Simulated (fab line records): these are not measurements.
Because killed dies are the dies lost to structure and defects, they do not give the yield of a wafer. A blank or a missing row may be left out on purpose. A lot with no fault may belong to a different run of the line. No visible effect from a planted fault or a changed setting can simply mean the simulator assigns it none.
Matching of chambers || flow sky130 || 4 sister chambers for SKY_CONTACT_CMP_04 on cmp-01
The step polishes SiO2. 14 wafers are shown with their chamber, then 7 later ones without.

## WAFERS, EACH WITH ITS CHAMBER
{"wafer": "L403.2", "chamber": 3, "motor_current_A (A)": 12.4, "time_to_endpoint_s (s)": 82}
{"wafer": "L403.3", "chamber": 1, "motor_current_A (A)": 12.5, "time_to_endpoint_s (s)": 78}
{"wafer": "L403.6", "chamber": 2, "motor_current_A (A)": 13.9, "time_to_endpoint_s (s)": 81}
{"wafer": "L404.4", "chamber": 0, "motor_current_A (A)": 15.0, "time_to_endpoint_s (s)": 77}
{"wafer": "L404.5", "chamber": 0, "motor_current_A (A)": 15.6, "time_to_endpoint_s (s)": 84}
{"wafer": "L404.6", "chamber": 3, "motor_current_A (A)": 13.5, "time_to_endpoint_s (s)": 84}
{"wafer": "L405.1", "chamber": 2, "motor_current_A (A)": 13.3, "time_to_endpoint_s (s)": 83}
{"wafer": "L405.2", "chamber": 3, "motor_current_A (A)": 13.5, "time_to_endpoint_s (s)": 82}
{"wafer": "L405.5", "chamber": 1, "motor_current_A (A)": 13.1, "time_to_endpoint_s (s)": 82}
{"wafer": "L414.1", "chamber": 2, "motor_current_A (A)": 12.9, "time_to_endpoint_s (s)": 84}
{"wafer": "L414.2", "chamber": 3, "motor_current_A (A)": 12.7, "time_to_endpoint_s (s)": 78}
{"wafer": "L414.4", "chamber": 1, "motor_current_A (A)": 12.7, "time_to_endpoint_s (s)": 79}
{"wafer": "L422.2", "chamber": 0, "motor_current_A (A)": 14.9, "time_to_endpoint_s (s)": 76}
{"wafer": "L422.3", "chamber": 2, "motor_current_A (A)": 13.7, "time_to_endpoint_s (s)": 79}

SIGNATURES (means of the wafers above)
{"reading": "motor_current_A", "chamber 0": 15.167, "chamber 1": 12.767, "chamber 2": 13.450, "chamber 3": 13.025, "scatter within a chamber": 0.448}
{"reading": "time_to_endpoint_s", "chamber 0": 79.00, "chamber 1": 79.67, "chamber 2": 81.75, "chamber 3": 81.50, "scatter within a chamber": 2.84}
Rule: for each reading, subtract the chamber's mean from the wafer's reading, divide by that reading's scatter and square the result; add these up over the readings and take the root, which gives the wafer's distance from the chamber. The wafer belongs to the nearest chamber; if the next one is less than 2 further off, it can't be placed. The scatter: the root of (the sum of the squares of (reading less its chamber's mean) over the shown wafers, divided by (wafers less chambers)).

## WAFERS WITHOUT THEIR CHAMBER
{"wafer": "L422.6", "motor_current_A (A)": 12.6, "time_to_endpoint_s (s)": 81}
{"wafer": "L426.1", "motor_current_A (A)": 13.5, "time_to_endpoint_s (s)": 85}
{"wafer": "L426.4", "motor_current_A (A)": 15.6, "time_to_endpoint_s (s)": 89}
{"wafer": "L426.5", "motor_current_A (A)": 13.0, "time_to_endpoint_s (s)": 89}
{"wafer": "L425.1", "motor_current_A (A)": 13.0, "time_to_endpoint_s (s)": 81}
{"wafer": "L425.2", "motor_current_A (A)": 12.8, "time_to_endpoint_s (s)": 82}
{"wafer": "L425.6", "motor_current_A (A)": 13.3, "time_to_endpoint_s (s)": 87}

## WHICH CHAMBER EACH ONE RAN IN
{"wafer": "L422.6", "from the rows above": "can't be placed: 1 or 3 or 2", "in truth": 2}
{"wafer": "L426.1", "from the rows above": "can't be placed: 2 or 3 or 1", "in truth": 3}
{"wafer": "L426.4", "from the rows above": "can't be placed: 0 or 2", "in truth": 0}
{"wafer": "L426.5", "from the rows above": "can't be placed: 3 or 2 or 1", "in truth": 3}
{"wafer": "L425.1", "from the rows above": "can't be placed: 3 or 1 or 2", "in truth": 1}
{"wafer": "L425.2", "from the rows above": "can't be placed: 3 or 1 or 2", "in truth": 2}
{"wafer": "L425.6", "from the rows above": "can't be placed: 2 or 3 or 1", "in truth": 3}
Placed correctly: 0 of 7. These rows do not allow placing 7 (true chamber among the candidates in 7). 0 placed wrongly.
